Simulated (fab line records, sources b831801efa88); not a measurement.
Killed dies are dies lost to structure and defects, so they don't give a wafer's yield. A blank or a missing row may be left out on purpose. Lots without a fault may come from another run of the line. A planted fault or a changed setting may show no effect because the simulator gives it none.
Which tool did it? | flow sky130 | 11 lots, 33 wafers sampled, at 5 steps of a route of 708

WHAT THE GAUGES READ, wafer by wafer
SKY_FIELD_ISO_THK_MEAS_02.
lot  | measured    | on            | FIELD_ISO_OXIDATION_00_THK (nm)
L964 | day 1 12:23 | film_metro-03 | 11.53 11.69 11.82
L965 | day 1 16:38 | film_metro-03 | 11.74 11.86 11.48
L966 | day 1 22:10 | film_metro-04 | 12.07 12.11 11.97
L967 | day 2 05:05 | film_metro-04 | 11.64 11.58 11.61
L971 | day 3 02:30 | film_metro-03 | 11.77 11.74 11.83
L972 | day 3 04:01 | film_metro-02 | 12.00 11.94 11.96
L973 | day 3 08:38 | film_metro-04 | 12.09 12.28 11.99
L976 | day 3 23:54 | film_metro-04 | 11.98 11.91 12.05
L977 | day 4 06:34 | film_metro-04 | 12.02 12.05 11.92
L978 | day 4 12:21 | film_metro-02 | 11.83 11.90 11.96
L986 | day 6 02:16 | film_metro-03 | 12.20 11.70 12.13

SKY_FIELD_ISO_THK_MEAS_23.
lot  | measured    | on            | FIELD_ISO_OXIDATION_01_THK (nm)
L964 | day 2 07:31 | film_metro-03 | 10.17 10.03 9.94
L965 | day 2 12:25 | film_metro-04 | 10.03 10.04 9.96
L966 | day 2 20:52 | film_metro-03 | 9.66 9.57 9.74
L967 | day 3 03:35 | film_metro-04 | 9.86 9.99 9.70
L971 | day 4 01:01 | film_metro-03 | 10.00 9.99 9.94
L972 | day 4 01:01 | film_metro-04 | 10.21 10.18 10.20
L973 | day 4 09:36 | film_metro-02 | 10.08 9.78 9.80
L976 | day 4 22:19 | film_metro-02 | 10.03 10.15 10.08
L977 | day 5 03:16 | film_metro-02 | 16.56 16.50 16.55
L978 | day 5 09:31 | film_metro-04 | 16.97 16.94 16.80
L986 | day 7 07:52 | film_metro-04 | 10.40 10.37 10.35

SKY_VT_ADJUST_HVTP_TW_MEAS_11.
lot  | measured     | on            | VT_ADJUST_HVTP_TW
L964 | day 6 00:30  | film_metro-03 | 1381 1374 1387
L965 | day 6 13:50  | film_metro-03 | 1381 1378 1386
L966 | day 6 19:02  | film_metro-02 | 1347 1341 1336
L967 | day 7 01:24  | film_metro-02 | 1321 1325 1326
L971 | day 8 02:56  | film_metro-03 | 1370 1366 1364
L972 | day 8 03:35  | film_metro-01 | 1337 1344 1340
L973 | day 8 15:56  | film_metro-01 | 1339 1347 1351
L976 | day 9 08:57  | film_metro-01 | 1359 1348 1348
L977 | day 9 11:28  | film_metro-02 | 1333 1322 1325
L978 | day 9 17:23  | film_metro-01 | 1351 1353 1360
L986 | day 12 07:47 | film_metro-03 | 1356 1363 1356

WHICH TOOL RAN EACH LOT (tool, then ch and the chambers of the sampled wafers, then the start)
lot  | SKY_FIELD_ISO_OXIDATION_22   | SKY_DNWELL_STRIP_08
L964 | furnace-01 ch 0, day 2 06:20 | plasma_asher-04 ch 0, day 3 03:34
L965 | furnace-02 ch 0, day 2 11:14 | plasma_asher-02 ch 0,1, day 3 15:46
L966 | furnace-02 ch 0, day 2 19:41 | plasma_asher-02 ch 0,1, day 3 20:50
L967 | furnace-01 ch 0, day 3 02:24 | plasma_asher-02 ch 0,1, day 4 01:29
L971 | furnace-02 ch 0, day 3 23:50 | plasma_asher-04 ch 0, day 4 23:13
L972 | furnace-02 ch 0, day 3 23:50 | plasma_asher-02 ch 0,1, day 4 23:26
L973 | furnace-01 ch 0, day 4 08:25 | plasma_asher-02 ch 0, day 5 11:19
L976 | furnace-02 ch 0, day 4 21:07 | plasma_asher-04 ch 0,1, day 5 21:26
L977 | furnace-01 ch 0, day 5 02:05 | plasma_asher-04 ch 0,1, day 6 01:28
L978 | furnace-01 ch 0, day 5 08:21 | plasma_asher-02 ch 0,1, day 6 07:10
L986 | furnace-02 ch 0, day 7 06:41 | plasma_asher-04 ch 0,1, day 8 12:50
- SKY_FIELD_ISO_OXIDATION_22: stabilise 600 s, purge 300 s, target thk 10 nm.
- SKY_DNWELL_STRIP_08: strips in O2/N2.

WHAT THE TOOLS THEMSELVES READ (means of the sampled wafers that have a number; where no wafer has one, the mark that the record gives instead)
SKY_FIELD_ISO_OXIDATION_22.
lot  | tool       | spike_tc_bottom_C (C) | spike_tc_centre_C (C) | spike_tc_lower_C (C) | spike_tc_top_C (C) | spike_tc_upper_C (C) | tube_center_temp_C (C) | tube_center_temp_C_max | zone_power_centre_pct (%) | zone_power_lower_pct (%) | zone_power_top_pct (%) | zone_power_upper_pct (%)
L964 | furnace-01 | 967.3                 | 951.6                 | 948.2                | 965                | 950.4                | 949.95                 | 952.5                  | 21.50                     | 21.3                     | 35.5                   | 17.3
L965 | furnace-02 | 969.3                 | 949.6                 | 949.8                | 955                | 951.9                | 950.03                 | 952.6                  | 21.40                     | 19.8                     | 35.7                   | 20.3
L966 | furnace-02 | 969.0                 | 950.1                 | 948.8                | 954                | 951.4                | 950.02                 | 952.3                  | 21.45                     | 19.8                     | 35.6                   | 20.2
L967 | furnace-01 | 967.8                 | 951.9                 | 948.7                | 965                | 949.6                | 949.97                 | 952.6                  | 21.47                     | 21.1                     | 35.0                   | 17.3
L971 | furnace-02 | 968.9                 | 949.8                 | 949.1                | 955                | 951.4                | 950.01                 | 952.2                  | 21.37                     | 19.9                     | 35.4                   | 20.3
L972 | furnace-02 | 968.7                 | 950.0                 | 948.8                | 954                | 951.4                | 949.94                 | 952.2                  | 21.48                     | 19.7                     | 35.9                   | 20.2
L973 | furnace-01 | 967.8                 | 950.8                 | 949.7                | 963                | 950.3                | 950.01                 | 952.6                  | 21.53                     | 21.3                     | 35.7                   | 17.7
L976 | furnace-02 | 969.2                 | 950.1                 | 950.9                | 955                | 950.4                | 949.96                 | 952.5                  | 21.60                     | 19.9                     | 36.1                   | 20.3
L977 | furnace-01 | 1012.7                | 996.6                 | 992.4                | 1009               | 994.8                | 994.65                 | 997.3                  | 23.97                     | 23.4                     | 38.7                   | 19.2
L978 | furnace-01 | 1013.2                | 996.5                 | 992.8                | 1008               | 994.8                | 994.62                 | 997.0                  | 23.50                     | 23.3                     | 38.2                   | 19.4
L986 | furnace-02 | 969.4                 | 949.3                 | 949.6                | 954                | 951.9                | 949.90                 | 952.3                  | 21.62                     | 19.9                     | 35.8                   | 20.2

SKY_DNWELL_STRIP_08.
lot  | tool            | drypump_motor_current_A (A) | o2_flow_sccm (sccm) | oes_product_au (a.u.) | strip_time_to_endpoint_s (s)
L964 | plasma_asher-04 | 5.8                         | 3002                | 0.717                 | 36.82
L965 | plasma_asher-02 | 5.7                         | 2993                | 0.721                 | 36.85
L966 | plasma_asher-02 | 5.5                         | 2983                | 0.724                 | 36.93
L967 | plasma_asher-02 | 5.7                         | 3001                | 0.726                 | 36.92
L971 | plasma_asher-04 | 5.7                         | 2996                | 0.720                 | 36.91
L972 | plasma_asher-02 | 5.7                         | 2992                | 0.722                 | 37.06
L973 | plasma_asher-02 | 5.9                         | 2999                | 0.724                 | 36.96
L976 | plasma_asher-04 | 5.3                         | 3001                | 0.721                 | 36.95
L977 | plasma_asher-04 | 5.3                         | 2992                | 0.724                 | 36.92
L978 | plasma_asher-02 | 5.5                         | 3013                | 0.723                 | 36.81
L986 | plasma_asher-04 | 5.3                         | 3002                | 0.727                 | 36.78

THE ANSWER, worked out from the rows above alone
Rule: what is usual is taken from the lots themselves. Put in order of their means at a reading, lots are off if they are a third of the lots or fewer, leave a main group of 4 or more, and stand apart from it by a gap of 3 or more times the standard deviation of the main group's means; of several such gaps the widest counts. A main group whose means are all the same, to the digits that the tables above print for the reading, isn't used. A lot without any number at a reading at which 4 lots or more have one is off too. The other lots that the step has rows for count as sound. The gauges are gone through in route order, then the tools' own readings, and for those a lot's mean is taken as printed above. The first step at which some lot is off is used, and at that step the reading that is off furthest; a lot without a number counts as furthest.
Off: L977, L978, at SKY_FIELD_ISO_THK_MEAS_23 (FIELD_ISO_OXIDATION_01_THK). The main group: mean 10.01 nm, standard deviation 0.19.
A tool fits if, at a process step before that reading, it ran every lot that is off, and no sound lot after the first of them. The gauges at SKY_FIELD_ISO_THK_MEAS_23 aren't tried: what is off there is off at SKY_FIELD_ISO_OXIDATION_22 too, on other tools, and a gauge's error can't cause that. One fits: furnace-01 at SKY_FIELD_ISO_OXIDATION_22. Its last sound lot is L973 (day 4 08:25), its first lot that is off L977 (day 5 02:05): a fault that began between those two fits.
The tool's own readings at SKY_FIELD_ISO_OXIDATION_22 bear it out: on the lots that are off they differ by more than 5 times the standard deviation of the sound lots' means. spike_tc_bottom_C reads 1013.0 C there against 968.6 C on the sound lots; spike_tc_centre_C reads 996.5 C there against 950.4 C on the sound lots; spike_tc_lower_C reads 992.6 C there against 949.3 C on the sound lots; spike_tc_top_C reads 1008 C there against 958 C on the sound lots; spike_tc_upper_C reads 994.8 C there against 951.0 C on the sound lots; tube_center_temp_C reads 994.63 C there against 949.98 C on the sound lots; tube_center_temp_C_max reads 997.1 there against 952.4 on the sound lots; zone_power_centre_pct reads 23.73 % there against 21.49 % on the sound lots; zone_power_top_pct reads 38.5 % there against 35.6 % on the sound lots.

WHAT THE SIMULATOR HAD PUT IN
Process parameter drift: furnace-01, from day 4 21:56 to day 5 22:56, at SKY_FIELD_ISO_OXIDATION_22. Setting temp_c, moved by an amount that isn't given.
Lots struck among those shown: L977, L978. The rule above found the same.
